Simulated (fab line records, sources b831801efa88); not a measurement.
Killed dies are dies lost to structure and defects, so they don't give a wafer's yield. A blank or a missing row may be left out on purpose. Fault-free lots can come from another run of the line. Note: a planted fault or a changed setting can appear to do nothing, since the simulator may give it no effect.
fab line records + flow sky130
record:
- lots: 5
- wafers: 15
- last_day: 50
route steps=708 shown LDD_P@259 LDD_HVN@267 PAD_OPEN@708
lots that met no fault: from a run of the same line without faults
start_h: hours from the record's first day to the start of the lot's first wafer shown + wait_h: hours elapsed since this lot's preceding step + " same as the row above + L1.1+2: one row covering several wafers at once + - no value, or no start given + * or withheld: withheld + < > ~ a bound
route shown NAME@n: NAME is a module with steps in the file, n the number in the route of the first one + usual: mean and standard deviation over wafers with no fault + same: alike in all rows + chamber/n: place in a boat + sites: per-site readings + _std_site: their standard deviation + _edge_site: outer sites' mean less inner sites' + radius_mm: how far each site lies from the wafer's centre + mask NAME#n: copy n + behind: tool/chamber where the wafer was last shaped + hold: what put the lot on hold/how long, in hours/how the hold closed + device: transistor that didn't switch, given as n, p or np + end of line: the tests these same wafers got at the end of their route + step lacking rows: just its recipe + killed: not the wafer's yield, but the dies lost to structure and defects at the first sort + map: the dies of a wafer, with x for killed, . for not killed, _ for no die there
set.NAME: the setting as run; set.NAME@STEP: as run at that earlier step + model.NAME: the simulator's own value behind a step, which no gauge read
certain route steps with their lots: each step a table, each wafer a row
services: from which hour (start_h, from the record's first day; less than 0 if before it) a tool's chamber was out of use, for how many hours, and why
== steps ==
step: SKY_LDD_P_EXPOSE_04
recipe:
- mask_id: PSDM
- na: 0.6
- source_shape: conventional
- sigma_outer: 0.6
- polarization: unpolarized
- target_cd_nm: 380
- dose_mj: 138
step: SKY_LDD_P_PEB_05
recipe:
- temp_c: withheld
- time_s: *
- resist: NOVOLAK
step: SKY_LDD_P_DEVELOP_06
recipe:
- resist: NOVOLAK
- developer: TMAH
- develop_time_s: 60
- dev_temp_c: 21.96
step: SKY_LDD_P_CD_MEAS_07
recipe:
- target_cd_nm: 380
usual:
- cd_nm: 379.6/2.8
| lot.wafer | tool      | chamber | start_h | wait_h | cd_nm |
|-----------|-----------|---------|---------|--------|-------|
| L891.4    | cd_sem-01 | -       | 501.23  | 0.1    | 383.2 |
| L891.5    | "         | -       | "       | "      | 379.8 |
| L891.6    | "         | -       | "       | "      | 379.6 |
| L895.1    | cd_sem-02 | -       | 537.32  | 0.1    | 383.6 |
| L895.2    | "         | -       | "       | "      | 382.5 |
| L895.6    | "         | -       | "       | "      | 382.9 |
| L900.1    | cd_sem-01 | -       | 569.38  | 0.1    | 384.7 |
| L900.4    | "         | -       | "       | "      | 383.4 |
| L900.6    | "         | -       | "       | "      | 382.6 |
| L902.1    | cd_sem-01 | -       | 591.13  | 0.1    | 380.6 |
| L902.3    | "         | -       | "       | "      | 382.5 |
| L902.5    | "         | -       | "       | "      | 381.5 |
| L906.1    | cd_sem-02 | -       | 625.67  | 0.1    | 376.8 |
| L906.5    | "         | -       | "       | "      | 377.6 |
| L906.6    | "         | -       | "       | "      | 378.5 |
step: SKY_LDD_P_OVL_MEAS_08
usual:
- LDD_P_OVL: 0.0/1.6
| lot.wafer | tool       | chamber | start_h | wait_h | LDD_P_OVL[nm] |
|-----------|------------|---------|---------|--------|---------------|
| L891.4    | overlay-02 | -       | 501.31  | 0.1    | -4.5          |
| L891.5    | "          | -       | "       | "      | -3.1          |
| L891.6    | "          | -       | "       | "      | -2.3          |
| L895.1    | overlay-02 | -       | 537.44  | 0.1    | 0.3           |
| L895.2    | "          | -       | "       | "      | 0.6           |
| L895.6    | "          | -       | "       | "      | -0.5          |
| L900.1    | overlay-02 | -       | 569.50  | 0.1    | -2.0          |
| L900.4    | "          | -       | "       | "      | -2.2          |
| L900.6    | "          | -       | "       | "      | -0.3          |
| L902.1    | overlay-01 | -       | 591.25  | 0.1    | 3.7           |
| L902.3    | "          | -       | "       | "      | 4.7           |
| L902.5    | "          | -       | "       | "      | 3.0           |
| L906.1    | overlay-01 | -       | 625.79  | 0.1    | 1.9           |
| L906.5    | "          | -       | "       | "      | 0.3           |
| L906.6    | "          | -       | "       | "      | 1.7           |
step: SKY_LDD_P_IMPLANT_09
recipe:
- species: BF2
- energy_kev: 25
- dose_cm2: 1e+13
- tilt_deg: withheld
step: SKY_LDD_P_STRIP_10
recipe:
- chemistry: O2/N2
- power_w: 1400
- pressure_mtorr: 1500
- platen_temp_c: withheld
- o2_flow_sccm: 3000
- n2_flow_sccm: 300
- overash_fraction: 0.5
usual:
- chamber_pressure_mTorr: 1500.0/1.3
- drypump_motor_current_A: 5.8/0.47
- oes_product_au: 0.716/0.0045
- strip_time_to_endpoint_s: 14.18/0.053
same:
- overash_fraction: 0.5
| lot.wafer | tool            | chamber | start_h | wait_h | chamber_pressure_mTorr | drypump_motor_current_A | oes_product_au | rf_hours_counter_h | strip_time_to_endpoint_s |
|-----------|-----------------|---------|---------|--------|------------------------|-------------------------|----------------|--------------------|--------------------------|
| L891.4    | plasma_asher-03 | 1       | 501.51  | 0.1    | 1498.3                 | 5.4                     | 0.716          | -                  | 14.23                    |
| L891.5    | "               | 0       | "       | "      | 1501.1                 | 6.3                     | 0.718          | -                  | 14.21                    |
| L891.6    | "               | 1       | "       | "      | 1499.7                 | 5.4                     | 0.709          | -                  | 14.23                    |
| L895.1    | plasma_asher-03 | 1       | 537.63  | 0.1    | 1500.9                 | 5.4                     | 0.712          | 85                 | 14.19                    |
| L895.2    | "               | 0       | "       | "      | 1502.0                 | 6.2                     | 0.717          | 85                 | 14.21                    |
| L895.6    | "               | 1       | "       | "      | 1499.4                 | 5.4                     | 0.717          | -                  | 14.18                    |
| L900.1    | plasma_asher-02 | 1       | 569.69  | 0.1    | 1498.6                 | 5.7                     | 0.712          | 72                 | 14.28                    |
| L900.4    | "               | 1       | "       | "      | 1499.4                 | 5.7                     | 0.717          | -                  | 14.22                    |
| L900.6    | "               | 1       | "       | "      | 1500.0                 | 5.7                     | 0.724          | -                  | 14.22                    |
| L902.1    | plasma_asher-02 | 0       | 591.43  | 0.1    | 1499.9                 | 6.4                     | 0.706          | 74                 | 14.11                    |
| L902.3    | "               | 0       | "       | "      | 1498.2                 | 6.4                     | 0.716          | -                  | 14.07                    |
| L902.5    | "               | 0       | "       | "      | 1500.7                 | 6.4                     | 0.716          | -                  | 14.06                    |
| L906.1    | plasma_asher-01 | 1       | 625.98  | 0.1    | 1499.6                 | 5.6                     | 0.716          | 48                 | 14.21                    |
| L906.5    | "               | 0       | "       | "      | 1501.1                 | 5.1                     | 0.718          | -                  | 14.17                    |
| L906.6    | "               | 1       | "       | "      | 1500.6                 | 5.6                     | 0.719          | -                  | 14.24                    |
step: SKY_LDD_P_TW_MEAS_11
usual:
- LDD_P_TW: 637/3.9
| lot.wafer | tool          | chamber | start_h | wait_h | LDD_P_TW |
|-----------|---------------|---------|---------|--------|----------|
| L891.4    | film_metro-03 | -       | 501.61  | 0.1    | 628      |
| L891.5    | "             | -       | "       | "      | 626      |
| L891.6    | "             | -       | "       | "      | 625      |
| L895.1    | film_metro-01 | -       | 537.73  | 0.1    | 637      |
| L895.2    | "             | -       | "       | "      | 639      |
| L895.6    | "             | -       | "       | "      | 638      |
| L900.1    | film_metro-02 | -       | 569.79  | 0.1    | 636      |
| L900.4    | "             | -       | "       | "      | 637      |
| L900.6    | "             | -       | "       | "      | 635      |
| L902.1    | film_metro-03 | -       | 591.53  | 0.1    | 638      |
| L902.3    | "             | -       | "       | "      | 643      |
| L902.5    | "             | -       | "       | "      | 643      |
| L906.1    | film_metro-02 | -       | 626.08  | 0.1    | 635      |
| L906.5    | "             | -       | "       | "      | 633      |
| L906.6    | "             | -       | "       | "      | 637      |
step: SKY_LDD_HVN_DEHYDRATE_00
recipe:
- temp_c: 200
- time_s: 60
step: SKY_LDD_HVN_HMDS_01
recipe:
- prime_time_s: 60
- prime_temp_c: 120
step: SKY_LDD_HVN_COAT_02
recipe:
- resist: NOVOLAK
- spin_rpm: 3000
- resist_thk_nm: 300
step: SKY_LDD_HVN_SOFTBAKE_03
recipe:
- temp_c: 90
- time_s: 60
- resist: NOVOLAK
step: SKY_LDD_HVN_EXPOSE_04
recipe:
- mask_id: HVNTM
- na: 0.6
- source_shape: conventional
- sigma_outer: 0.6
- polarization: unpolarized
- target_cd_nm: 700
- dose_mj: 127
| lot.wafer  | tool             | chamber | start_h | wait_h | mask       |
|------------|------------------|---------|---------|--------|------------|
| L891.4+5+6 | iline_stepper-01 | 0       | 516.98  | -      | HVNTM#0    |
| L895.1+2+6 | iline_stepper-02 | 0       | 552.68  | -      | HVNTM_R1#0 |
| L900.1+4+6 | iline_stepper-01 | 0       | 584.70  | -      | HVNTM#0    |
| L902.1+3+5 | iline_stepper-01 | 0       | 606.25  | -      | HVNTM#0    |
| L906.1+5+6 | iline_stepper-02 | 0       | 640.18  | -      | HVNTM#0    |
step: SKY_LDD_HVN_PEB_05
recipe:
- temp_c: withheld
- time_s: *
- resist: NOVOLAK
step: SKY_PAD_OPEN_PROBE_99
usual:
- killed_at_M0_to_M3: 44/7
- killed_at_M4_up: 3.0/1.8
- killed_at_contacts: 24/4.9
- killed_at_front_end: 15/5
- killed_at_other: 0.2/0.53
- killed_dies: 87/8.7
- killed_open: 48/6.8
- killed_short: 39/5.7
same:
- gross_dies: 492
- killed_at_back_side: 0
| lot.wafer | tool      | chamber | start_h | wait_h | killed_at_M0_to_M3 | killed_at_M4_up | killed_at_contacts | killed_at_front_end | killed_at_other | killed_dies | killed_open | killed_short |
|-----------|-----------|---------|---------|--------|--------------------|-----------------|--------------------|---------------------|-----------------|-------------|-------------|--------------|
| L891.4    | prober-02 | -       | 1120.75 | 0.2    | 38                 | 4               | 27                 | 12                  | 0               | 81          | 34          | 47           |
| L891.5    | prober-02 | -       | 1120.80 | 0.2    | 34                 | 3               | 25                 | 19                  | 0               | 81          | 44          | 37           |
| L891.6    | prober-02 | -       | 1120.85 | 0.2    | 40                 | 1               | 18                 | 16                  | 0               | 75          | 43          | 32           |
| L895.1    | prober-01 | -       | 1147.94 | 0.1    | 41                 | 4               | 19                 | 25                  | 0               | 89          | 51          | 38           |
| L895.2    | prober-01 | -       | 1147.99 | 0.1    | 43                 | 4               | 31                 | 8                   | 1               | 87          | 44          | 43           |
| L895.6    | prober-01 | -       | 1148.19 | 0.2    | 33                 | 3               | 26                 | 21                  | 0               | 83          | 46          | 37           |
| L900.1    | prober-01 | -       | 1162.97 | 0.1    | 48                 | 6               | 28                 | 11                  | 0               | 93          | 50          | 43           |
| L900.4    | prober-01 | -       | 1163.12 | 0.2    | 49                 | 2               | 28                 | 15                  | 0               | 94          | 58          | 36           |
| L900.6    | prober-01 | -       | 1163.22 | 0.2    | 45                 | 5               | 20                 | 18                  | 0               | 88          | 54          | 34           |
| L902.1    | prober-01 | -       | 1175.13 | 0.1    | 46                 | 1               | 16                 | 29                  | 1               | 93          | 56          | 37           |
| L902.3    | prober-01 | -       | 1175.23 | 0.2    | 39                 | 2               | 29                 | 16                  | 0               | 86          | 47          | 39           |
| L902.5    | prober-01 | -       | 1175.33 | 0.2    | 50                 | 2               | 18                 | 16                  | 0               | 86          | 53          | 33           |
killed by level:class
L891.4 LOCAL_INTERCONNECT:geometric_particle:short=10 METAL1:geometric_particle:short=9 LI_CONTACT:geometric_particle:open=7 CONTACT:geometric_particle:open=6 VIA1:geometric_particle:open=6 VIA1:geometric_particle:short=5 METAL2:geometric_particle:short=5 METAL4:geometric_particle:short=4
L891.5 FIELD_ISO:geometric_particle:open=9 LI_CONTACT:geometric_particle:open=8 METAL2:geometric_particle:short=8 VIA2:geometric_particle:open=7 LOCAL_INTERCONNECT:geometric_particle:short=6 METAL1:geometric_particle:short=6 FIELD_ISO:geometric_particle:short=4 LI_CONTACT:geometric_particle:short=4
L891.6 VIA3:geometric_particle:open=10 VIA1:geometric_particle:open=8 CONTACT:geometric_particle:open=7 LI_CONTACT:geometric_particle:open=6 FIELD_ISO:geometric_particle:short=4 METAL2:geometric_particle:short=4 VIA2:geometric_particle:open=4 METAL3:geometric_particle:short=4
L895.1 FIELD_ISO:geometric_particle:open=11 METAL2:geometric_particle:short=10 VIA2:geometric_particle:open=9 CONTACT:geometric_particle:open=7 VIA1:geometric_particle:open=6 LOCAL_INTERCONNECT:geometric_particle:short=4 CONTACT:geometric_particle:short=4 FIELD_ISO:geometric_particle:short=3
L895.2 METAL2:geometric_particle:short=9 CONTACT:geometric_particle:open=9 LI_CONTACT:geometric_particle:open=8 VIA2:geometric_particle:open=6 METAL1:geometric_particle:short=6 LOCAL_INTERCONNECT:geometric_particle:short=5 VIA3:geometric_particle:open=5 LOCAL_INTERCONNECT:geometric_particle:open=4
L895.6 CONTACT:geometric_particle:open=11 VIA2:geometric_particle:open=7 POLY_GATE:geometric_particle:open=6 POLY_GATE:geometric_particle:short=5 LI_CONTACT:geometric_particle:open=5 VIA1:geometric_particle:short=5 METAL3:geometric_particle:short=5 LOCAL_INTERCONNECT:geometric_particle:open=4
L900.1 VIA1:geometric_particle:open=11 LI_CONTACT:geometric_particle:open=8 METAL2:geometric_particle:short=8 CONTACT:geometric_particle:open=7 LI_CONTACT:geometric_particle:short=6 METAL1:geometric_particle:short=6 VIA1:geometric_particle:short=6 VIA3:geometric_particle:open=6
L900.4 VIA1:geometric_particle:open=14 CONTACT:geometric_particle:open=9 VIA2:geometric_particle:open=9 LOCAL_INTERCONNECT:geometric_particle:open=5 METAL1:geometric_particle:short=5 METAL2:geometric_particle:short=5 POLY_GATE:geometric_particle:open=4 LI_CONTACT:geometric_particle:open=4
L900.6 VIA1:geometric_particle:open=15 CONTACT:geometric_particle:open=9 VIA3:geometric_particle:open=7 METAL1:geometric_particle:short=6 VIA2:geometric_particle:open=6 FIELD_ISO:geometric_particle:open=5 METAL2:geometric_particle:short=5 POLY_GATE:geometric_particle:short=4
L902.1 VIA1:geometric_particle:open=11 VIA2:geometric_particle:open=9 CONTACT:geometric_particle:open=9 FIELD_ISO:geometric_particle:open=8 POLY_GATE:geometric_particle:open=8 POLY_GATE:geometric_particle:short=6 METAL2:geometric_particle:short=6 METAL1:geometric_particle:short=5
L902.3 LI_CONTACT:geometric_particle:open=12 VIA1:geometric_particle:open=9 VIA3:geometric_particle:open=7 CONTACT:geometric_particle:open=6 FIELD_ISO:geometric_particle:open=5 LOCAL_INTERCONNECT:geometric_particle:short=5 VIA1:geometric_particle:short=5 FIELD_ISO:geometric_particle:short=4
L902.5 VIA1:geometric_particle:open=17 LI_CONTACT:geometric_particle:open=8 VIA2:geometric_particle:open=8 VIA3:geometric_particle:open=5 FIELD_ISO:geometric_particle:open=4 POLY_GATE:geometric_particle:short=4 CONTACT:geometric_particle:short=4 VIA1:geometric_particle:short=4
== services ==
| tool             | chamber | start_h | hours | kind                    |
|------------------|---------|---------|-------|-------------------------|
| iline_stepper-02 | -       | 482.10  | 5.3   | repair                  |
| iline_stepper-02 | -       | 487.35  | 2.1   | pm                      |
| iline_stepper-02 | -       | 489.44  | -     | consumable_replace:lamp |
| plasma_asher-02  | -       | 490.29  | 15.6  | pm                      |
| iline_stepper-01 | -       | 498.53  | 8.9   | pm                      |
| iline_stepper-02 | -       | 518.93  | 9.0   | repair                  |
| plasma_asher-02  | -       | 519.09  | 1.8   | repair                  |
| plasma_asher-01  | -       | 560.41  | 15.6  | pm                      |
| plasma_asher-01  | -       | 604.06  | 14.6  | pm                      |
| iline_stepper-01 | -       | 628.99  | 1.7   | pm                      |
== key ==
first_sign:
- step: SKY_LDD_HVN_EXPOSE_04
- reading: mask
- direction: changed
effect none on later readings
met_at SKY_LDD_HVN_EXPOSE_04
struck_wafers L895.1,L895.2,L895.6
tester_left_out L895
fault:
- kind: wrong_mask
- tool: any
- chamber: -
- onset_h: 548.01
- steps: SKY_LDD_HVN_EXPOSE_04
- aux_copy: HVNTM_R1#0
- cd_offset_nm: 105
- scope: struck_lots_only
tester_left_out: of these lots the tester's yield and bins aren't shown, on N5 and GAA mostly nor the transistor test; their killed dies are dies lost to structure and defects alone, not to doping, threshold or leakage, so they don't give the yield
